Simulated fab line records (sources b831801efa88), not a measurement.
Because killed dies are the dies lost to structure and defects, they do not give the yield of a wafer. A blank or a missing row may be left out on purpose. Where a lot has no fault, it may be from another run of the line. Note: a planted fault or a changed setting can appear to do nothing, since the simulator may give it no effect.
fab line records	flow sky130
record: lots: 7	wafers: 21	lastDay: 49
route steps=708 shown LDD_N@241 LDD_P@255 LDD_HVN@267
lots that met no fault: taken from a fault-free run of the same line
startH: hours from the record's opening day to when the first of the lot's shown wafers began	waitH: hours since the lot's step before	" unchanged from the row above	L1.1+2: a row that stands for several wafers	- no value, or no start given	* or withheld: withheld	< > ~ a bound
route shown NAME@n: names a module that has steps shown in the file, with the first one's number in the route	usual: the fault-free wafers' mean and standard deviation	same: alike in all rows	chamber/n: place in a boat	sites: the reading at each site	_std_site: the standard deviation of these	_edge_site: outer sites' mean less inner sites'	radiusMm: how far each site lies from the wafer's centre	mask NAME#n: copy n	behind: the tool/chamber that last shaped the wafer	hold: cause of the lot's hold/its duration in hours/its outcome	device: transistor that didn't switch, given as n, p or np	end of line: the tests these same wafers got at the end of their route	a step with no rows: only its recipe	killed: at the first sort, the dies lost to defects and structure; wafer yield is something else	map: shows each die of a wafer: x if killed, . if not, _ if none is there
set.NAME: the run value of the setting; set.NAME@STEP: its run value at that earlier step	model.NAME: the simulator's own value behind a step, which no gauge read
certain route steps with their lots: each step a table, each wafer a row
services: the hour from which a tool's chamber was out of use, counted from the record's first day as startH (under 0 if before that day), plus the number of hours and why
== steps ==
step: SKY_LDD_N_EXPOSE_04
recipe: maskId: NTM	targetCdNm: 840	na: 0.6	sourceShape: conventional	sigmaOuter: 0.6	doseMj: 110
step: SKY_LDD_N_PEB_05
recipe: tempC: withheld	timeS: *	resist: NOVOLAK
step: SKY_LDD_N_DEVELOP_06
recipe: developTimeS: 60	devTempC: 23
step: SKY_LDD_N_OVL_MEAS_07
usual: LDD_N_OVL: 0.3/1.4
lot.wafer	tool	chamber	startH	waitH	LDD_N_OVL[nm]
L354.1	overlay-02	-	423.28	0.1	2.5
L354.2	"	-	"	"	4.0
L354.5	"	-	"	"	2.6
L357.3	overlay-02	-	450.94	0.1	0.2
L357.4	"	-	"	"	-0.3
L357.5	"	-	"	"	-0.3
L358.1	overlay-01	-	459.03	0.1	0.6
L358.2	"	-	"	"	1.8
L358.5	"	-	"	"	0.1
L359.2	overlay-02	-	459.34	0.1	-0.1
L359.4	"	-	"	"	-1.1
L359.6	"	-	"	"	-1.1
L368.2	overlay-01	-	535.49	0.1	-1.3
L368.4	"	-	"	"	-0.7
L368.5	"	-	"	"	-0.9
L369.1	overlay-01	-	545.02	0.1	-0.7
L369.2	"	-	"	"	0.4
L369.5	"	-	"	"	0.3
L371.1	overlay-02	-	558.83	0.1	1.6
L371.3	"	-	"	"	2.8
L371.4	"	-	"	"	1.3
step: SKY_LDD_N_IMPLANT_08
recipe: species: As	energyKev: 20	doseCm2: 7.5e+13	tiltDeg: withheld	rotationDeg: 23
step: SKY_LDD_N_IMPLANT_09
recipe: species: As	energyKev: 20	doseCm2: 7.5e+13	tiltDeg: withheld	rotationDeg: 113
step: SKY_LDD_N_IMPLANT_10
recipe: species: As	energyKev: 20	doseCm2: 7.5e+13	tiltDeg: withheld	rotationDeg: 203
step: SKY_LDD_N_IMPLANT_11
recipe: species: As	energyKev: 20	doseCm2: 7.5e+13	tiltDeg: withheld	rotationDeg: 293
step: SKY_LDD_N_IMPLANT_12
recipe: species: BF2	energyKev: 50	doseCm2: 5e+12	tiltDeg: 30	rotationDeg: 0
step: SKY_LDD_N_IMPLANT_13
recipe: species: BF2	energyKev: 50	doseCm2: 5e+12	tiltDeg: 30	rotationDeg: 90
step: SKY_LDD_N_IMPLANT_14
recipe: species: BF2	energyKev: 50	doseCm2: 5e+12	tiltDeg: 30	rotationDeg: 180
step: SKY_LDD_N_IMPLANT_15
recipe: species: BF2	energyKev: 50	doseCm2: 5e+12	tiltDeg: 30	rotationDeg: 270
step: SKY_LDD_N_STRIP_16
recipe: chemistry: O2/N2	powerW: 1400	pressureMtorr: 1500	platenTempC: withheld	o2FlowSccm: 3000	n2FlowSccm: 300	overashFraction: 0.5
usual: chamberPressureMTorr: 1499.8/1.5	drypumpMotorCurrentA: 5.7/0.39	oesProductAu: 0.406/0.0047	stripTimeToEndpointS: 4.308/0.015
lot.wafer	tool	chamber	startH	waitH	chamberPressureMTorr	drypumpMotorCurrentA	oesProductAu	rfHoursCounterH	stripTimeToEndpointS	model.NOVOLAK_of_LDD_N_COAT_02.thkNm
L354.1	plasmaAsher-03	1	424.52	0.1	1498.0	5.2	0.396	62	4.318	0
L354.2	"	0	"	"	1500.2	6.2	0.405	62	4.335	0
L354.5	"	1	"	"	1502.4	5.2	0.406	-	4.338	0
L357.3	plasmaAsher-02	1	452.19	0.1	-	-	-	-	-	297.7
L357.4	"	0	"	"	-	-	-	-	-	298.6
L357.5	"	1	"	"	-	-	-	-	-	298.6
L358.1	plasmaAsher-02	1	460.27	0.1	-	-	-	-	-	298.2
L358.2	"	0	"	"	-	-	-	-	-	297.8
L358.5	"	0	"	"	-	-	-	-	-	298.2
L359.2	plasmaAsher-01	1	460.57	0.1	-	-	-	-	-	301
L359.4	"	0	"	"	-	-	-	-	-	299.6
L359.6	"	1	"	"	-	-	-	-	-	301.4
L368.2	plasmaAsher-03	0	536.72	0.1	1499.3	6.2	0.401	73	4.311	0
L368.4	"	1	"	"	1500.8	5.2	0.410	-	4.314	0
L368.5	"	1	"	"	1502.4	5.2	0.408	-	4.315	0
L369.1	plasmaAsher-02	1	546.26	0.1	1497.2	6.1	0.404	42	4.306	0
L369.2	"	0	"	"	1500.5	5.2	0.406	42	4.306	0
L369.5	"	0	"	"	1499.5	5.3	0.407	-	4.288	0
L371.1	plasmaAsher-03	1	560.07	0.1	1497.8	5.2	0.403	76	4.285	0
L371.3	"	0	"	"	1499.5	6.2	0.406	-	4.297	0
L371.4	"	1	"	"	1498.3	5.2	0.400	-	4.301	0
step: SKY_LDD_N_TW_MEAS_17
usual: LDD_N_TW: 2609/13
lot.wafer	tool	chamber	startH	waitH	LDD_N_TW
L354.1	filmMetro-02	-	424.62	0.1	2603
L354.2	"	-	"	"	2583
L354.5	"	-	"	"	2609
L357.3	filmMetro-01	-	452.28	0.1	2619
L357.4	"	-	"	"	2636
L357.5	"	-	"	"	2618
L358.1	filmMetro-04	-	460.37	0.1	2617
L358.2	"	-	"	"	2608
L358.5	"	-	"	"	2611
L359.2	filmMetro-04	-	460.68	0.1	2614
L359.4	"	-	"	"	2615
L359.6	"	-	"	"	2609
L368.2	filmMetro-02	-	536.83	0.1	2610
L368.4	"	-	"	"	2607
L368.5	"	-	"	"	2620
L369.1	filmMetro-04	-	546.36	0.1	2614
L369.2	"	-	"	"	2610
L369.5	"	-	"	"	2598
L371.1	filmMetro-02	-	560.17	0.1	2615
L371.3	"	-	"	"	2614
L371.4	"	-	"	"	2623
step: SKY_LDD_P_DEHYDRATE_00
recipe: tempC: 200	timeS: 60
step: SKY_LDD_P_HMDS_01
recipe: primeTimeS: 60	primeTempC: 120
step: SKY_LDD_P_COAT_02
recipe: resist: NOVOLAK	spinRpm: 3000	resistThkNm: 1140
step: SKY_LDD_P_SOFTBAKE_03
recipe: tempC: 90	timeS: 60	resist: NOVOLAK
step: SKY_LDD_P_EXPOSE_04
recipe: maskId: PSDM	na: 0.6	sourceShape: conventional	sigmaOuter: 0.6	polarization: unpolarized	targetCdNm: 380	doseMj: 138
step: SKY_LDD_P_PEB_05
recipe: tempC: withheld	timeS: *	resist: NOVOLAK
step: SKY_LDD_P_DEVELOP_06
recipe: resist: NOVOLAK	developer: TMAH	developTimeS: 60	devTempC: 23
step: SKY_LDD_P_CD_MEAS_07
recipe: targetCdNm: 380
usual: cdNm: 379.5/2.2
lot.wafer	tool	chamber	startH	waitH	cdNm
L354.1	cdSem-02	-	455.13	0.1	382.4
L354.2	"	-	"	"	379.0
L354.5	"	-	"	"	379.4
L357.3	cdSem-02	-	482.08	0.1	376.8
L357.4	"	-	"	"	379.5
L357.5	"	-	"	"	378.5
L358.1	cdSem-01	-	490.32	0.1	380.3
L358.2	"	-	"	"	382.4
L358.5	"	-	"	"	380.8
L359.2	cdSem-02	-	490.50	0.1	379.3
L359.4	"	-	"	"	376.0
L359.6	"	-	"	"	379.2
L368.2	cdSem-02	-	567.00	0.1	382.6
L368.4	"	-	"	"	383.1
L368.5	"	-	"	"	383.0
L369.1	cdSem-01	-	576.57	0.1	379.2
L369.2	"	-	"	"	381.0
L369.5	"	-	"	"	381.1
L371.1	cdSem-01	-	589.17	0.1	382.6
L371.3	"	-	"	"	379.9
L371.4	"	-	"	"	382.0
step: SKY_LDD_P_OVL_MEAS_08
usual: LDD_P_OVL: 0.7/1.3
lot.wafer	tool	chamber	startH	waitH	LDD_P_OVL[nm]
L354.1	overlay-01	-	455.25	0.1	1.5
L354.2	"	-	"	"	1.7
L354.5	"	-	"	"	0.8
L357.3	overlay-01	-	482.17	0.1	1.4
L357.4	"	-	"	"	1.4
L357.5	"	-	"	"	1.9
L358.1	overlay-02	-	490.44	0.1	1.5
L358.2	"	-	"	"	2.4
L358.5	"	-	"	"	1.1
L359.2	overlay-02	-	490.61	0.1	-0.2
L359.4	"	-	"	"	-0.3
L359.6	"	-	"	"	-0.8
L368.2	overlay-01	-	567.11	0.1	1.8
L368.4	"	-	"	"	1.7
L368.5	"	-	"	"	1.8
L369.1	overlay-01	-	576.69	0.1	1.9
L369.2	"	-	"	"	1.4
L369.5	"	-	"	"	1.2
L371.1	overlay-01	-	589.29	0.1	1.0
L371.3	"	-	"	"	0.0
L371.4	"	-	"	"	-0.9
step: SKY_LDD_P_IMPLANT_09
recipe: species: BF2	energyKev: 25	doseCm2: 1e+13	tiltDeg: withheld
step: SKY_LDD_P_STRIP_10
recipe: chemistry: O2/N2	powerW: 1400	pressureMtorr: 1500	platenTempC: withheld	o2FlowSccm: 3000	n2FlowSccm: 300	overashFraction: 0.5
usual: chamberPressureMTorr: 1500.1/1.4	drypumpMotorCurrentA: 5.7/0.33	oesProductAu: 0.715/0.0045	stripTimeToEndpointS: 14.17/0.047
lot.wafer	tool	chamber	startH	waitH	chamberPressureMTorr	drypumpMotorCurrentA	oesProductAu	rfHoursCounterH	stripTimeToEndpointS
L354.1	plasmaAsher-01	1	455.44	0.1	1499.4	5.9	0.716	74	14.19
L354.2	"	0	"	"	1501.2	5.8	0.719	74	14.15
L354.5	"	1	"	"	1500.0	5.9	0.715	-	14.20
L357.3	plasmaAsher-04	0	482.38	0.1	1500.9	5.7	0.703	-	18.74
L357.4	"	1	"	"	1498.4	5.7	0.710	-	18.77
L357.5	"	0	"	"	1497.5	5.7	0.711	-	18.79
L358.1	plasmaAsher-04	0	490.63	0.1	1501.8	5.7	0.716	6	18.65
L358.2	"	1	"	"	1502.3	5.7	0.724	6	18.71
L358.5	"	1	"	"	1499.7	5.7	0.718	-	18.69
L359.2	plasmaAsher-03	0	490.79	0.1	1500.3	6.2	0.713	68	18.83
L359.4	"	0	"	"	1501.6	6.2	0.720	-	18.84
L359.6	"	0	"	"	1498.9	6.2	0.727	-	18.81
L368.2	plasmaAsher-03	1	567.29	0.1	1501.2	5.2	0.722	77	14.16
L368.4	"	1	"	"	1503.5	5.2	0.723	-	14.20
L368.5	"	0	"	"	1501.0	6.2	0.709	-	14.20
L369.1	plasmaAsher-04	1	576.88	0.1	1499.5	5.7	0.714	13	14.13
L369.2	"	0	"	"	1500.2	5.7	0.725	13	14.10
L369.5	"	0	"	"	1499.0	5.7	0.707	-	14.10
L371.1	plasmaAsher-03	1	589.48	0.1	1500.6	5.2	0.715	79	14.11
L371.3	"	0	"	"	1503.0	6.2	0.715	-	14.14
L371.4	"	1	"	"	1501.0	5.2	0.712	-	14.12
step: SKY_LDD_P_TW_MEAS_11
usual: LDD_P_TW: 641/3.1
lot.wafer	tool	chamber	startH	waitH	LDD_P_TW
L354.1	filmMetro-02	-	455.54	0.1	642
L354.2	"	-	"	"	640
L354.5	"	-	"	"	643
L357.3	filmMetro-03	-	482.46	0.1	30
L357.4	"	-	"	"	30
L357.5	"	-	"	"	30
L358.1	filmMetro-02	-	490.73	0.1	30
L358.2	"	-	"	"	30
L358.5	"	-	"	"	30
L359.2	filmMetro-02	-	490.90	0.1	30
L359.4	"	-	"	"	30
L359.6	"	-	"	"	30
L368.2	filmMetro-04	-	567.40	0.1	646
L368.4	"	-	"	"	642
L368.5	"	-	"	"	644
L369.1	filmMetro-03	-	577.01	0.1	645
L369.2	"	-	"	"	646
L369.5	"	-	"	"	642
L371.1	filmMetro-02	-	589.58	0.1	634
L371.3	"	-	"	"	636
L371.4	"	-	"	"	634
step: SKY_LDD_HVN_DEHYDRATE_00
recipe: tempC: 200	timeS: 60
== services ==
tool	chamber	startH	hours	kind
plasmaAsher-02	-	405.88	2.8	pm
plasmaAsher-04	-	421.25	9.0	pm
plasmaAsher-04	0	421.25	9.0	ventCycle
plasmaAsher-04	1	421.25	9.0	ventCycle
plasmaAsher-04	0	430.25	-	clean
plasmaAsher-04	1	430.25	-	clean
plasmaAsher-03	-	438.32	1.3	repair
plasmaAsher-04	-	540.27	14.6	pm
plasmaAsher-04	-	563.47	2.8	pm
plasmaAsher-01	-	567.95	15.6	pm
plasmaAsher-03	-	568.30	0.4	repair
== key ==
firstSign: step: SKY_LDD_N_STRIP_16	reading: toolRecord	direction: missing
effect: step: SKY_LDD_P_STRIP_10	reading: stripTimeToEndpointS	direction: up	sigmas: 98	usual: *	struck: *
effect: step: SKY_LDD_P_TW_MEAS_11	reading: LDD_P_TW	direction: down	sigmas: 99+	usual: 641	struck: 30
modelEffect: step: SKY_LDD_N_STRIP_16	value: NOVOLAK_of_LDD_N_COAT_02.thkNm	without: 0	struck: 299
metAt SKY_LDD_N_STRIP_16
struckWafers L357.3,L357.4,L357.5,L358.1,L358.2,L358.5,L359.2,L359.4,L359.6
sortLeftOut L357.3,L357.4,L357.5,L358.1,L358.2,L358.5,L359.2,L359.4,L359.6
testerLeftOut L357,L358,L359
fault: kind: skippedStepWhole	tool: plasmaAsher-01,plasmaAsher-02	chamber: -	onsetH: 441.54	steps: SKY_LDD_N_STRIP_16	scope: struckLotsOnly
testerLeftOut: of these lots the tester's yield and bins aren't shown, on N5 and GAA mostly nor the transistor test; their killed dies are dies lost to structure and defects alone, not to doping, threshold or leakage, so they don't give the yield
sortLeftOut: the simulated sort isn't trusted on such a fault, so these wafers' sort isn't shown, and their yield isn't known
